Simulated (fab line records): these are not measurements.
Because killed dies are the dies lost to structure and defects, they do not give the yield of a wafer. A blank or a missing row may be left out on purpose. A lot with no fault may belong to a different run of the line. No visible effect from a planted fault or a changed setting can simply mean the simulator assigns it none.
One fault seen from 2 desks + flow gf180mcu + each desk has only its own numbers; what lay behind them comes last

== DESK OF THE TOOL OWNER: implanter-03 ==
GF_HV_LDD_IMPLANT_34, tool's own readings: per-lot mean of the sampled wafers with a number, covering each lot this tool ran. If a lot's mean is further than 4 standard deviations from the usual mean, the lot is out of limits and carries the mark OUT (the distance appears in the brackets).
Columns: A = beam-energy-keV at GF_HV_LDD_IMPLANT_34, usual 60.002; B = dose-ions-cm2 at GF_HV_LDD_IMPLANT_34, usual 7.5e+12; C = faraday-current-uA at GF_HV_LDD_IMPLANT_34, usual 42.3
| lot  | first seen here | A      | B                         | C              |
|------|-----------------|--------|---------------------------|----------------|
| L799 | day 11 18:37    | 60.003 | 7.5e+12                   | 41.5           |
| L800 | day 12 03:01    | 60.006 | 2.4e+12 (-99 or more) OUT | 13.6 (-33) OUT |
| L801 | day 12 14:59    | 60.032 | 2.4e+12 (-99 or more) OUT | 13.8 (-33) OUT |
| L802 | day 12 23:26    | 60.001 | 2.4e+12 (-99 or more) OUT | 13.6 (-33) OUT |
| L813 | day 16 12:59    | 59.993 | 7.5e+12                   | 43.3           |
| L815 | day 16 21:10    | 60.002 | 7.5e+12                   | 42.5           |
| L816 | day 17 06:59    | 59.989 | 7.5e+12                   | 41.3           |
| L817 | day 17 18:54    | 59.990 | 7.5e+12                   | 42.0           |
| L820 | day 18 14:31    | 60.019 | 7.5e+12                   | 42.5           |
Finding of this desk: L800, L801, L802 out of limits; the first was L800 at day 12 03:01, on dose-ions-cm2 at GF_HV_LDD_IMPLANT_34. Within limits: L799, L813, L815, L816, L817, L820.

== THE METROLOGY DESK ==
What the gauges read for every lot (on any tool): the sampled wafers with a number, averaged. If a lot's mean is further than 4 standard deviations from the usual mean, the lot is out of limits and carries the mark OUT (the distance appears in the brackets).
Columns: A = STI_OXIDATION_THK at GF_STI_THK_MEAS_02, usual 10.10 nm; B = HV_LDD_3_TW at GF_HV_LDD_TW_MEAS_38, usual 1448; C = HV_LDD_RS at GF_HV_LDD_RS_MEAS_53, usual 418.7 ohm/sq
| lot  | first seen here | A     | B    | C               |
|------|-----------------|-------|------|-----------------|
| L799 | day 1 16:31     | 9.98  | 1461 | 417.8           |
| L800 | day 1 22:07     | 10.26 | 1388 | 433.6 (+19) OUT |
| L801 | day 2 03:19     | 10.42 | 1386 | 432.7 (+18) OUT |
| L802 | day 2 08:23     | 10.04 | 1380 | 433.1 (+18) OUT |
| L810 | day 3 23:32     | 9.70  | 1425 | 419.0           |
| L811 | day 4 06:15     | 9.72  | 1465 | 419.0           |
| L813 | day 4 14:31     | 10.01 | 1468 | 417.5           |
| L815 | day 5 00:31     | 10.20 | 1464 | 419.5           |
| L816 | day 5 05:31     | 10.15 | 1468 | 418.9           |
| L817 | day 5 10:31     | 10.07 | 1469 | 418.9           |
| L820 | day 6 01:31     | 10.10 | 1418 | 418.4           |
| L821 | day 6 06:31     | 10.57 | 1417 | 419.7           |
This desk reports L800, L801, L802 out of limits; the earliest was L800 at day 12 22:49 (HV_LDD_RS at GF_HV_LDD_RS_MEAS_53). Within limits: L799, L810, L811, L813, L815, L816, L817, L820, L821.

== BROUGHT TOGETHER ==
On L800, L801, L802, at day 12 03:01, an alarm was possible from the tool owner's desk.
An alarm was possible from the metrology desk at day 12 22:49, on L800, L801, L802.
Every lot named ran GF_HV_LDD_IMPLANT_34 on implanter-03.

== WHAT THE SIMULATOR PUT IN ==
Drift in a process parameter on implanter-03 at GF_HV_LDD_IMPLANT_34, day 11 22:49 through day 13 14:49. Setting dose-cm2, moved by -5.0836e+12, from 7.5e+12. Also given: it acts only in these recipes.
Shown lots that were struck: L800, L801, L802.
Time in hours from fault onset to the first out-of-limits reading at each desk: tool owner's desk 4, metrology desk 24.
